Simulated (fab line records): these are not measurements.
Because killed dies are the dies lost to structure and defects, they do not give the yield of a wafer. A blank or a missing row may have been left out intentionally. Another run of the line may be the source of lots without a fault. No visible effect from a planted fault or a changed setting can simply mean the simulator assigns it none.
fab line records | flow sky130
[record] lots = 6 | wafers = 18 | lastDay = 50
route steps=708 shown POLY_GATE@217 PAD_OPEN@708
lots untouched by any fault: they come from a run of this same line in which no faults occurred
startH: hours from the record's opening day to when the first of the lot's shown wafers began | waitH: hours from the lot's prior step to this one | " identical to the entry in the row above | L1.1+2: one row covering several wafers at once | - no value present, or no start provided | * or withheld: withheld | < > ~ a bound
route shown NAME@n: a module of which the file shows steps, and the number in the route of the first | usual: mean/standard deviation taken from wafers without a fault | same: alike in all rows | chamber/n: place in a boat | sites: readings site by site | _std_site: the standard deviation of these | _edge_site: inner sites' mean taken away from outer sites' mean | radiusMm: how far each site lies from the wafer's centre | mask NAME#n: copy n | behind: the tool/chamber that last shaped the wafer | hold: reason for holding the lot/hours on hold/outcome of the hold | device: names the non-switching transistor (n, p or np) | end of line: tests run on the same wafers once the route is complete | a step without rows: its recipe alone | killed: not the wafer's yield, but the dies lost to structure and defects at the first sort | map: per-die view of a wafer (x killed, . not killed, _ where there is no die)
set.NAME: setting as actually run; set.NAME@STEP: the setting as run at that earlier step | model.NAME: the simulator's own value behind a step, which no gauge read
a table for each step, a row for each wafer; lots at some steps of the route
services: from which hour (startH, from the record's first day; less than 0 if before it) a tool's chamber was out of use, for how many hours, and why
[[steps]]
[step SKY_POLY_GATE_CVD_03]
[recipe] material = Si3N4 | precursor = DCS/NH3 | targetThkNm = 75 | tempC = 770 | timeS = 1290 | pressureMtorr = 250
[step SKY_POLY_GATE_THK_MEAS_04]
[recipe] reads = Si3N4_of_POLY_GATE_CVD_03
[usual] POLY_GATE_CVD_03_THK = 75.0/0.66
lot.wafer | tool         | chamber | startH | waitH | POLY_GATE_CVD_03_THK[nm]
L782.2    | filmMetro-01 | -       | 371.10 | 0.0   | 75.3
L782.3    | "            | -       | "      | "     | 75.0
L782.6    | "            | -       | "      | "     | 74.5
L788.1    | filmMetro-01 | -       | 414.84 | 0.0   | 75.6
L788.4    | "            | -       | "      | "     | 75.1
L788.6    | "            | -       | "      | "     | 74.9
L791.2    | filmMetro-02 | -       | 443.57 | 0.0   | 75.5
L791.3    | "            | -       | "      | "     | 75.5
L791.6    | "            | -       | "      | "     | 75.9
L795.1    | filmMetro-04 | -       | 486.65 | 0.0   | 73.6
L795.3    | "            | -       | "      | "     | 73.9
L795.5    | "            | -       | "      | "     | 74.6
L800.1    | filmMetro-04 | -       | 527.63 | 0.0   | 75.7
L800.5    | "            | -       | "      | "     | 75.7
L800.6    | "            | -       | "      | "     | 75.5
L802.2    | filmMetro-01 | -       | 547.01 | 0.0   | 74.6
L802.3    | "            | -       | "      | "     | 74.4
L802.5    | "            | -       | "      | "     | 74.8
[step SKY_POLY_GATE_DEHYDRATE_05]
[recipe] tempC = 200 | timeS = 60
[step SKY_POLY_GATE_HMDS_06]
[recipe] primeTimeS = 60 | primeTempC = 120
[step SKY_POLY_GATE_COAT_07]
[recipe] resist = BARC | tempC = withheld | timeS = withheld | spinRpm = 3000 | resistThkNm = 110
[step SKY_POLY_GATE_COAT_08]
[recipe] resist = KrF-thick | spinRpm = 3000 | resistThkNm = 450
[step SKY_POLY_GATE_SOFTBAKE_09]
[recipe] tempC = 100 | timeS = 90 | resist = KrF-thick
[step SKY_POLY_GATE_EXPOSE_10]
[recipe] maskId = P1M | na = 0.68 | sourceShape = conventional | sigmaOuter = 0.6 | targetCdNm = 150 | doseMj = 28
[step SKY_POLY_GATE_PEB_11]
[recipe] pebTempC = withheld | pebTimeS = withheld | resist = KrF-thick
[step SKY_POLY_GATE_DEVELOP_12]
[recipe] developTimeS = 60 | resist = KrF-thick | devTempC = 21
[step SKY_POLY_GATE_CD_MEAS_13]
[recipe] targetCdNm = 150
[usual] cdNm = 149.8/1.4
lot.wafer | tool     | chamber | startH | waitH | cdNm
L782.2    | cdSem-01 | -       | 400.56 | -     | 148.6
L782.3    | "        | -       | "      | "     | 148.1
L782.6    | "        | -       | "      | "     | 148.7
L788.1    | cdSem-01 | -       | 445.71 | -     | 149.4
L788.4    | "        | -       | "      | "     | 149.3
L788.6    | "        | -       | "      | "     | 149.3
L791.2    | cdSem-02 | -       | 473.86 | -     | 150.0
L791.3    | "        | -       | "      | "     | 149.5
L791.6    | "        | -       | "      | "     | 149.8
L795.1    | cdSem-02 | -       | 517.13 | -     | 151.6
L795.3    | "        | -       | "      | "     | 152.9
L795.5    | "        | -       | "      | "     | 151.6
L800.1    | cdSem-02 | -       | 558.24 | -     | 146.6
L800.5    | "        | -       | "      | "     | 147.7
L800.6    | "        | -       | "      | "     | 147.8
L802.2    | cdSem-01 | -       | 576.63 | -     | 150.4
L802.3    | "        | -       | "      | "     | 150.6
L802.5    | "        | -       | "      | "     | 149.5
[step SKY_POLY_GATE_OVL_MEAS_14]
[usual] POLY_GATE_OVL = -2/6
lot.wafer | tool       | chamber | startH | waitH | POLY_GATE_OVL[nm]
L782.2    | overlay-01 | -       | 400.66 | 0.1   | -7
L782.3    | "          | -       | "      | "     | -9
L782.6    | "          | -       | "      | "     | -2
L788.1    | overlay-01 | -       | 445.83 | 0.1   | 0
L788.4    | "          | -       | "      | "     | 2
L788.6    | "          | -       | "      | "     | 13
L791.2    | overlay-01 | -       | 473.96 | 0.1   | -4
L791.3    | "          | -       | "      | "     | -3
L791.6    | "          | -       | "      | "     | -2
L795.1    | overlay-01 | -       | 517.25 | 0.1   | 5
L795.3    | "          | -       | "      | "     | -6
L795.5    | "          | -       | "      | "     | -2
L800.1    | overlay-02 | -       | 558.36 | 0.1   | -3
L800.5    | "          | -       | "      | "     | -11
L800.6    | "          | -       | "      | "     | -3
L802.2    | overlay-01 | -       | 576.74 | 0.1   | -3
L802.3    | "          | -       | "      | "     | -4
L802.5    | "          | -       | "      | "     | -4
[step SKY_POLY_GATE_ETCH_15]
[recipe] chemistry = N2/H2 | target = BARC | ionEnergyEv = 200 | sourceW = 500 | biasW = 100 | pressureMtorr = 30 | n2FlowSccm = 100 | h2FlowSccm = 200 | stopOn = SiO2 | timeS = 118.5 | targetDepthA = 1100
[usual] drypumpMotorCurrentA = 5.7/0.39 | oesProductAu = 0.717/0.0053 | throttleValvePct = 13.212/0.0095
lot.wafer | tool       | chamber | startH | waitH | drypumpMotorCurrentA | oesProductAu | rfHoursCounterH | throttleValvePct | model.KrF-thick_of_POLY_GATE_COAT_08.thkNm | model.POLY_GATE.cdNm
L782.2    | rieDiel-03 | 0       | 400.69 | 0.0   | 5.9                  | 0.712        | 97              | 13.198           | 343.3                                      | 151.1
L782.3    | "          | 1       | "      | "     | 5.0                  | 0.713        | 75              | 13.207           | 346.7                                      | 148.8
L782.6    | "          | 2       | "      | "     | 5.9                  | 0.714        | -               | 13.218           | 345.2                                      | 149.8
L788.1    | rieDiel-04 | 0       | 445.87 | 0.0   | 6.0                  | 0.719        | 56              | 13.215           | 360.5                                      | 157.1
L788.4    | "          | 2       | "      | "     | 6.2                  | 0.722        | -               | 13.214           | 361.4                                      | 151.8
L788.6    | "          | 0       | "      | "     | 6.0                  | 0.718        | -               | 13.220           | 361.6                                      | 156.2
L791.2    | rieDiel-04 | 3       | 473.99 | 0.0   | 5.9                  | 0.717        | 0               | 13.230           | 347.4                                      | 153
L791.3    | "          | 2       | "      | "     | 6.2                  | 0.714        | 53              | 13.217           | 347.5                                      | 148.6
L791.6    | "          | 3       | "      | "     | 5.9                  | 0.715        | -               | 13.226           | 363.8                                      | 157
L795.1    | rieDiel-03 | 3       | 517.28 | 0.0   | 5.5                  | 0.718        | 8               | 13.190           | 350.1                                      | 153.6
L795.3    | "          | 2       | "      | "     | 5.9                  | 0.719        | 35              | 13.207           | 346.7                                      | 152.3
L795.5    | "          | 2       | "      | "     | 5.9                  | 0.723        | -               | 13.214           | 346.9                                      | 151.8
L800.1    | rieDiel-04 | 2       | 558.39 | 0.0   | 6.2                  | 0.725        | 54              | 13.199           | 347.5                                      | 145.8
L800.5    | "          | 1       | "      | "     | 5.0                  | 0.719        | -               | 13.214           | 345.3                                      | 148.9
L800.6    | "          | 2       | "      | "     | 6.2                  | 0.716        | -               | 13.210           | 348.3                                      | 147.3
L802.2    | rieDiel-03 | 3       | 576.77 | 0.0   | 5.4                  | 0.716        | 9               | 13.206           | 348.4                                      | 150.9
L802.3    | "          | 0       | "      | "     | 6.0                  | 0.720        | 1               | 13.206           | 344.9                                      | 149.2
L802.5    | "          | 2       | "      | "     | 5.9                  | 0.716        | -               | 13.192           | 344                                        | 150.2
[step SKY_POLY_GATE_ETCH_16]
[recipe] stopOn = poly-Si | chemistry = CH3F/O2 | target = Si3N4 | sourceW = 400 | biasW = 80 | pressureMtorr = 25 | ch3fFlowSccm = 40 | O2_flow_sccm = 30 | timeS = 147.5 | targetDepthA = 750
[usual] ch3fFlowSccm = 40.00/0.11 | drypumpMotorCurrentA = 5.7/0.38 | oesProductAu = 0.640/0.0049 | throttleValvePct = 10.536/0.0095
lot.wafer | tool       | chamber | startH | waitH | ch3fFlowSccm | drypumpMotorCurrentA | oesProductAu | rfHoursCounterH | throttleValvePct
L782.2    | rieDiel-03 | 0       | 400.78 | 0.0   | 40.17        | 5.9                  | 0.638        | 97              | 10.535
L782.3    | "          | 1       | "      | "     | 40.06        | 4.9                  | 0.640        | 75              | 10.537
L782.6    | "          | 2       | "      | "     | 40.17        | 5.9                  | 0.640        | -               | 10.518
L788.1    | rieDiel-04 | 0       | 445.95 | 0.0   | 40.09        | 6.0                  | 0.642        | 56              | 10.537
L788.4    | "          | 2       | "      | "     | 40.02        | 6.2                  | 0.630        | -               | 10.550
L788.6    | "          | 0       | "      | "     | 40.14        | 6.0                  | 0.643        | -               | 10.549
L791.2    | rieDiel-04 | 3       | 474.08 | 0.0   | 39.74        | 5.9                  | 0.640        | 1               | 10.539
L791.3    | "          | 2       | "      | "     | 40.12        | 6.2                  | 0.647        | 53              | 10.541
L791.6    | "          | 3       | "      | "     | 39.95        | 5.9                  | 0.641        | -               | 10.542
L795.1    | rieDiel-03 | 3       | 517.37 | 0.0   | 40.00        | 5.5                  | 0.634        | 8               | 10.541
L795.3    | "          | 2       | "      | "     | 40.00        | 5.9                  | 0.634        | 35              | 10.533
L795.5    | "          | 2       | "      | "     | 39.70        | 5.9                  | 0.647        | -               | 10.541
L800.1    | rieDiel-04 | 2       | 558.48 | 0.0   | 39.76        | 6.2                  | 0.644        | 54              | 10.528
L800.5    | "          | 1       | "      | "     | 40.11        | 5.0                  | 0.649        | -               | 10.533
L800.6    | "          | 2       | "      | "     | 39.82        | 6.2                  | 0.640        | -               | 10.534
L802.2    | rieDiel-03 | 3       | 576.85 | 0.0   | 40.10        | 5.4                  | 0.641        | 9               | 10.539
L802.3    | "          | 0       | "      | "     | 40.05        | 5.9                  | 0.636        | 2               | 10.532
L802.5    | "          | 2       | "      | "     | 40.14        | 5.9                  | 0.645        | -               | 10.545
[step SKY_POLY_GATE_ETCH_17]
[recipe] targetDepthNm = 180 | stopOn = SiO2 | overEtchFrac = 0.56667 | chemistry = HBr/Cl2 | target = poly-Si | icpW = 400 | biasW = 100 | pressureMtorr = 10 | HBr_flow_sccm = 150 | Cl2_flow_sccm = 50 | timeS = 70.5
[usual] drypumpMotorCurrentA = 5.6/0.5 | oesProductAu = 0.987/0.006 | throttleValvePct = 33.684/0.0086
lot.wafer | tool     | chamber | startH | waitH | drypumpMotorCurrentA | oesProductAu | rfHoursCounterH | throttleValvePct | model.KrF-thick_of_POLY_GATE_COAT_08.thkNm | model.POLY_GATE.cdNm
L782.2    | rieSi-02 | 1       | 400.88 | 0.0   | 6.1                  | 0.985        | 2               | 33.678           | 140.1                                      | 151.8
L782.3    | "        | 3       | "      | "     | 5.7                  | 0.989        | 12              | 33.670           | 146.1                                      | 148.1
L782.6    | "        | 3       | "      | "     | 5.7                  | 0.993        | -               | 33.681           | 139.4                                      | 149.8
L788.1    | rieSi-01 | 0       | 446.05 | 0.0   | 5.0                  | 0.986        | 27              | 33.694           | 155.9                                      | 157
L788.4    | "        | 3       | "      | "     | 5.1                  | 0.991        | 2               | 33.685           | 159.2                                      | 150.8
L788.6    | "        | 1       | "      | "     | 5.9                  | 1.000        | -               | 33.694           | 155.5                                      | 155.8
L791.2    | rieSi-02 | 2       | 474.18 | 0.0   | 6.1                  | 0.978        | 0               | 33.682           | 148.1                                      | 152.9
L791.3    | "        | 1       | "      | "     | 6.2                  | 0.980        | 3               | 33.694           | 146.1                                      | 149.5
L791.6    | "        | 0       | "      | "     | 5.1                  | 0.981        | -               | 33.696           | 162.7                                      | 157.6
L795.1    | rieSi-02 | 3       | 517.47 | 0.0   | 5.7                  | 0.987        | 13              | 33.685           | 149.8                                      | 155.1
L795.3    | "        | 0       | "      | "     | 5.1                  | 0.980        | 15              | 33.687           | 142.8                                      | 154.8
L795.5    | "        | 3       | "      | "     | 5.7                  | 0.987        | -               | 33.711           | 141.2                                      | 153.7
L800.1    | rieSi-01 | 0       | 558.58 | 0.0   | 5.0                  | 0.984        | 28              | 33.662           | 146.5                                      | 145.7
L800.5    | "        | 2       | "      | "     | 6.3                  | 0.987        | -               | 33.683           | 140.3                                      | 149.8
L800.6    | "        | 1       | "      | "     | 5.9                  | 0.991        | -               | 33.686           | 146.8                                      | 146.9
L802.2    | rieSi-01 | 3       | 576.95 | 0.0   | 5.1                  | 0.986        | 3               | 33.677           | 148.9                                      | 149.9
L802.3    | "        | 2       | "      | "     | 6.3                  | 0.997        | 2               | 33.687           | 140.1                                      | 149.8
L802.5    | "        | 3       | "      | "     | 5.1                  | 0.982        | -               | 33.693           | 139.5                                      | 149.1
[step SKY_POLY_GATE_STRIP_18]
[recipe] chemistry = O2/N2 | powerW = 1400 | pressureMtorr = 1500 | platenTempC = withheld | o2FlowSccm = 3000 | n2FlowSccm = 300 | overashFraction = 0.5
[usual] drypumpMotorCurrentA = 5.8/0.55 | oesProductAu = 0.361/0.0044 | stripTimeToEndpointS = 3.19/0.042
lot.wafer | tool           | chamber | startH | waitH | drypumpMotorCurrentA | oesProductAu | rfHoursCounterH | stripTimeToEndpointS
L782.2    | plasmaAsher-04 | 0       | 400.93 | 0.0   | 5.6                  | 0.358        | 71              | 3.16
L782.3    | "              | 0       | "      | "     | 5.6                  | 0.356        | -               | 3.23
L782.6    | "              | 1       | "      | "     | 5.9                  | 0.364        | -               | 3.13
L788.1    | plasmaAsher-02 | 0       | 446.11 | 0.0   | 6.6                  | 0.363        | 66              | 3.34
L788.4    | "              | 0       | "      | "     | 6.6                  | 0.361        | -               | 3.37
L788.6    | "              | 0       | "      | "     | 6.6                  | 0.367        | -               | 3.33
L791.2    | plasmaAsher-02 | 1       | 474.23 | 0.0   | 5.1                  | 0.367        | 68              | 3.25
L791.3    | "              | 0       | "      | "     | 6.6                  | 0.364        | -               | 3.23
L791.6    | "              | 0       | "      | "     | 6.6                  | 0.373        | -               | 3.41
L795.1    | plasmaAsher-03 | 0       | 517.52 | 0.0   | 6.2                  | 0.366        | 39              | 3.27
L795.3    | "              | 1       | "      | "     | 5.8                  | 0.355        | -               | 3.18
L795.5    | "              | 0       | "      | "     | 6.2                  | 0.352        | -               | 3.19
L800.1    | plasmaAsher-03 | 0       | 558.63 | 0.0   | 6.2                  | 0.365        | 43              | 3.25
L800.5    | "              | 0       | "      | "     | 6.2                  | 0.369        | -               | 3.17
L800.6    | "              | 1       | "      | "     | 5.8                  | 0.365        | -               | 3.26
L802.2    | plasmaAsher-02 | 1       | 577.01 | 0.0   | 5.1                  | 0.358        | 78              | 3.27
L802.3    | "              | 1       | "      | "     | 5.1                  | 0.359        | -               | 3.17
L802.5    | "              | 1       | "      | "     | 5.1                  | 0.360        | -               | 3.15
[step SKY_POLY_GATE_CLEAN_19]
[recipe] chemistry = SC1/SC2 | mix = 1:4:20 | tempC = 70 | timeS = 150 | dry = n2Spin
[step SKY_PAD_OPEN_PROBE_99]
[usual] killed_at_M0_to_M3 = 43/7.3 | killed_at_M4_up = 3.1/1.7 | killedAtContacts = 25/5.3 | killedAtFrontEnd = 14/4.1 | killedAtOther = 0.3/0.56 | killedDies = 85/9.4 | killedOpen = 46/7.4 | killedShort = 38/5.8
[same] grossDies = 492 | killedAtBackSide = 0
lot.wafer | tool      | chamber | startH  | waitH | killed_at_M0_to_M3 | killed_at_M4_up | killedAtContacts | killedAtFrontEnd | killedAtOther | killedDies | killedOpen | killedShort | model.etest.resPoly.widthNm | model.etest.resXhighPo.widthNm | model.etest.resHighPo.widthNm | model.etest.ring_1v8.delayPs
L782.2    | prober-01 | -       | 1102.56 | 0.1   | 50                 | 1               | 26               | 17               | 0             | 94         | 50         | 44          | 95.73                       | 350.4                          | 351.6                         | 21.54
L782.3    | prober-01 | -       | 1102.61 | 0.2   | 45                 | 2               | 34               | 11               | 0             | 92         | 56         | 36          | 91.92                       | 346.6                          | 347.3                         | 20.8
L782.6    | prober-01 | -       | 1102.76 | 0.2   | 37                 | 4               | 30               | 15               | 0             | 86         | 57         | 29          | 93.15                       | 350                            | 349.4                         | 21.23
L788.1    | prober-02 | -       | 1131.04 | 0.1   | 41                 | 2               | 27               | 10               | 0             | 80         | 37         | 43          | 100.3                       | 356.1                          | 355.4                         | 22.57
L788.4    | prober-02 | -       | 1131.19 | 0.2   | 49                 | 6               | 17               | 12               | 0             | 84         | 40         | 44          | 94.18                       | 352.8                          | 350.1                         | 21.16
L788.6    | prober-02 | -       | 1131.29 | 0.2   | 43                 | 1               | 27               | 8                | 0             | 79         | 46         | 33          | 99.66                       | 354.8                          | 355.2                         | 22.31
L791.2    | prober-01 | -       | 1147.50 | 0.1   | 32                 | 5               | 28               | 12               | 0             | 77         | 44         | 33          | 96.48                       | 351.4                          | 350.6                         | 22.03
L791.3    | prober-01 | -       | 1147.55 | 0.2   | 52                 | 1               | 27               | 15               | 1             | 96         | 55         | 40          | 93.08                       | 348.9                          | 348.8                         | 21.35
L791.6    | prober-01 | -       | 1147.70 | 0.2   | 52                 | 4               | 30               | 9                | 0             | 95         | 56         | 38          | 102.3                       | 357.4                          | 359.2                         | 22.84
L795.1    | prober-01 | -       | 1169.31 | 0.1   | 47                 | 4               | 23               | 9                | 0             | 83         | 43         | 39          | 98.57                       | 356.2                          | 356.5                         | 22.63
L795.3    | prober-01 | -       | 1169.41 | 0.2   | 36                 | 1               | 27               | 16               | 1             | 81         | 44         | 37          | 98.29                       | 352                            | 354.5                         | 22.5
L795.5    | prober-01 | -       | 1169.51 | 0.2   | 42                 | 2               | 24               | 13               | 0             | 81         | 40         | 41          | 96.98                       | 355.8                          | 351.6                         | 22.25
L800.1    | prober-01 | -       | 1195.64 | 0.1   | 54                 | 2               | 26               | 19               | 1             | 102        | 59         | 43          | 88.98                       | 346                            | 344.4                         | 20.89
L800.5    | prober-01 | -       | 1195.84 | 0.2   | 43                 | 3               | 26               | 8                | 0             | 80         | 45         | 35          | 93.1                        | 349.6                          | 349.4                         | 21.41
L800.6    | prober-01 | -       | 1195.89 | 0.2   | 45                 | 1               | 15               | 13               | 0             | 74         | 36         | 38          | 90.36                       | 347.5                          | 346.6                         | 21.2
L802.2    | prober-01 | -       | 1204.74 | 0.1   | 43                 | 4               | 19               | 13               | 0             | 79         | 38         | 41          | 93.49                       | 349.9                          | 350.4                         | 20.89
L802.3    | prober-01 | -       | 1204.79 | 0.2   | 40                 | 2               | 22               | 16               | 0             | 80         | 40         | 40          | 93.68                       | 350.6                          | 348.4                         | 20.65
L802.5    | prober-01 | -       | 1204.89 | 0.2   | 50                 | 4               | 16               | 14               | 0             | 84         | 43         | 41          | 92.63                       | 349.8                          | 349.7                         | 20.41
// killed by level:class
L782.2 VIA1:geometricParticle:open=14 CONTACT:geometricParticle:open=10 METAL1:geometricParticle:short=6 VIA1:geometricParticle:short=6 VIA2:geometricParticle:open=6 VIA3:geometricParticle:short=6 FIELD_ISO:geometricParticle:open=5 LI_CONTACT:geometricParticle:short=5
L782.3 LI_CONTACT:geometricParticle:open=14 VIA3:geometricParticle:open=10 VIA1:geometricParticle:short=7 VIA1:geometricParticle:open=7 LI_CONTACT:geometricParticle:short=6 VIA2:geometricParticle:open=6 CONTACT:geometricParticle:open=5 CONTACT:geometricParticle:short=4
L782.6 CONTACT:geometricParticle:open=11 LI_CONTACT:geometricParticle:open=10 VIA1:geometricParticle:open=10 VIA3:geometricParticle:open=7 METAL1:geometricParticle:short=5 FIELD_ISO:geometricParticle:open=4 POLY_GATE:geometricParticle:open=4 VIA2:geometricParticle:open=4
L788.1 VIA2:geometricParticle:open=10 VIA3:geometricParticle:open=8 LI_CONTACT:geometricParticle:open=6 CONTACT:geometricParticle:open=6 CONTACT:geometricParticle:short=6 METAL1:geometricParticle:short=5 POLY_GATE:geometricParticle:short=4 LI_CONTACT:geometricParticle:short=4
L788.4 METAL1:geometricParticle:short=10 METAL3:geometricParticle:short=6 VIA2:geometricParticle:open=6 VIA3:geometricParticle:open=6 LI_CONTACT:geometricParticle:open=5 CONTACT:geometricParticle:open=5 VIA1:geometricParticle:short=5 VIA1:geometricParticle:open=5
L788.6 METAL1:geometricParticle:short=10 LI_CONTACT:geometricParticle:open=9 CONTACT:geometricParticle:open=7 LOCAL_INTERCONNECT:geometricParticle:short=7 VIA3:geometricParticle:open=7 VIA1:geometricParticle:open=5 VIA2:geometricParticle:open=5 FIELD_ISO:geometricParticle:open=4
L791.2 CONTACT:geometricParticle:open=16 VIA3:geometricParticle:open=7 VIA1:geometricParticle:open=6 VIA1:geometricParticle:short=6 POLY_GATE:geometricParticle:short=4 LI_CONTACT:geometricParticle:open=4 CONTACT:geometricParticle:short=4 METAL1:geometricParticle:short=4
L791.3 VIA1:geometricParticle:open=12 LI_CONTACT:geometricParticle:open=9 VIA3:geometricParticle:open=8 METAL2:geometricParticle:short=8 VIA2:geometricParticle:open=8 CONTACT:geometricParticle:open=7 METAL1:geometricParticle:short=6 CONTACT:geometricParticle:short=5
L791.6 CONTACT:geometricParticle:open=11 VIA3:geometricParticle:open=10 LI_CONTACT:geometricParticle:open=8 VIA2:geometricParticle:open=8 METAL1:geometricParticle:short=7 VIA1:geometricParticle:short=7 VIA1:geometricParticle:open=6 FIELD_ISO:geometricParticle:open=4
L795.1 CONTACT:geometricParticle:open=12 VIA1:geometricParticle:open=10 VIA2:geometricParticle:open=8 LI_CONTACT:geometricParticle:open=6 METAL1:geometricParticle:short=6 FIELD_ISO:geometricParticle:short=5 VIA2:geometricParticle:short=5 VIA3:geometricParticle:short=5
L795.3 VIA1:geometricParticle:open=13 LI_CONTACT:geometricParticle:open=8 CONTACT:geometricParticle:open=7 LOCAL_INTERCONNECT:geometricParticle:short=6 FIELD_ISO:geometricParticle:short=5 POLY_GATE:geometricParticle:short=5 VIA3:geometricParticle:open=4 CONTACT:geometricParticle:short=4
L795.5 CONTACT:geometricParticle:open=12 VIA3:geometricParticle:open=10 VIA1:geometricParticle:open=8 METAL1:geometricParticle:short=7 LOCAL_INTERCONNECT:geometricParticle:short=6 METAL2:geometricParticle:short=5 FIELD_ISO:geometricParticle:short=4 POLY_GATE:geometricParticle:short=4
L800.1 VIA1:geometricParticle:open=17 CONTACT:geometricParticle:open=11 LI_CONTACT:geometricParticle:open=8 VIA2:geometricParticle:short=8 FIELD_ISO:geometricParticle:open=7 FIELD_ISO:geometricParticle:short=6 VIA2:geometricParticle:open=6 METAL1:geometricParticle:short=5
L800.5 CONTACT:geometricParticle:open=15 METAL1:geometricParticle:short=8 VIA1:geometricParticle:open=7 METAL2:geometricParticle:short=7 VIA3:geometricParticle:open=6 VIA1:geometricParticle:short=5 LI_CONTACT:geometricParticle:open=4 VIA2:geometricParticle:open=4
L800.6 VIA1:geometricParticle:open=9 METAL1:geometricParticle:short=8 VIA2:geometricParticle:open=7 CONTACT:geometricParticle:open=6 CONTACT:geometricParticle:short=5 VIA3:geometricParticle:short=5 FIELD_ISO:geometricParticle:open=4 METAL2:geometricParticle:short=4
L802.2 VIA3:geometricParticle:open=8 VIA1:geometricParticle:short=8 VIA1:geometricParticle:open=8 LI_CONTACT:geometricParticle:open=5 CONTACT:geometricParticle:short=5 METAL1:geometricParticle:short=5 VIA2:geometricParticle:open=5 FIELD_ISO:geometricParticle:short=4
L802.3 VIA2:geometricParticle:open=8 CONTACT:geometricParticle:open=7 METAL1:geometricParticle:short=6 CONTACT:geometricParticle:short=6 VIA1:geometricParticle:open=6 VIA3:geometricParticle:open=6 POLY_GATE:geometricParticle:open=5 POLY_GATE:geometricParticle:short=5
L802.5 VIA1:geometricParticle:open=9 METAL2:geometricParticle:short=8 VIA2:geometricParticle:open=8 FIELD_ISO:geometricParticle:open=7 LI_CONTACT:geometricParticle:open=6 LOCAL_INTERCONNECT:geometricParticle:short=6 METAL1:geometricParticle:short=6 FIELD_ISO:geometricParticle:short=5
[[services]]
tool           | chamber | startH | hours | kind
rieSi-02       | 1       | 383.11 | 17.1  | repair
rieSi-02       | 3       | 394.19 | 3.3   | repair
plasmaAsher-03 | -       | 395.01 | 2.8   | pm
rieSi-01       | 2       | 400.19 | 3.3   | repair
plasmaAsher-04 | -       | 410.64 | 1.4   | repair
plasmaAsher-02 | -       | 410.92 | 3.4   | repair
plasmaAsher-04 | -       | 421.25 | 9.0   | pm
plasmaAsher-03 | -       | 425.09 | 14.6  | pm
rieDiel-04     | 3       | 426.10 | -     | clean
rieDiel-04     | 3       | 426.10 | 21.5  | scheduledDown
rieDiel-04     | 3       | 426.10 | 21.5  | ventCycle
rieSi-01       | 2       | 426.95 | 7.2   | repair
rieDiel-03     | -       | 432.21 | 2.8   | pm
rieDiel-04     | -       | 442.46 | 0.4   | repair
plasmaAsher-02 | -       | 445.10 | 0.9   | repair
plasmaAsher-02 | -       | 451.31 | 3.3   | repair
rieDiel-04     | -       | 454.63 | 0.5   | repair
rieDiel-03     | 0       | 463.18 | 26.5  | repair
plasmaAsher-04 | -       | 471.38 | 4.2   | repair
rieSi-02       | 0       | 485.63 | 6.2   | repair
rieDiel-04     | 3       | 491.02 | 6.3   | repair
rieDiel-04     | -       | 493.25 | 0.5   | repair
rieDiel-04     | -       | 493.80 | 0.1   | repair
rieSi-02       | -       | 543.42 | 0.4   | repair
[[key]]
[firstSign] step = SKY_POLY_GATE_STRIP_18 | reading = stripTimeToEndpointS | direction = up | sigmas = 4 | usual = * | struck = *
effect none on later readings
[modelEffect] step = SKY_POLY_GATE_ETCH_15 | value = KrF-thick_of_POLY_GATE_COAT_08.thkNm | without = 344.5 | struck = 361.8
[modelEffect] step = SKY_POLY_GATE_ETCH_17 | value = KrF-thick_of_POLY_GATE_COAT_08.thkNm | without = 141 | struck = 158.3
[modelEffect] step = SKY_PAD_OPEN_PROBE_99 | value = etest.resPoly.widthNm | without = 94.88 | struck = 99.11
metAt SKY_POLY_GATE_ETCH_15
struckWafers L788.1,L788.4,L788.6,L791.6
testerLeftOut L788,L791
[fault] kind = processParameterDrift | tool = rieDiel-04 | chamber = - | onsetH = 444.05 | steps = SKY_POLY_GATE_ETCH_15 | channel = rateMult | offset = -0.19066 | shape = step | endH = 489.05 | scope = struckWafersOnly
// testerLeftOut: of these lots the tester's yield and bins aren't shown, on N5 and GAA mostly nor the transistor test; their killed dies are dies lost to structure and defects alone, not to doping, threshold or leakage, so they don't give the yield
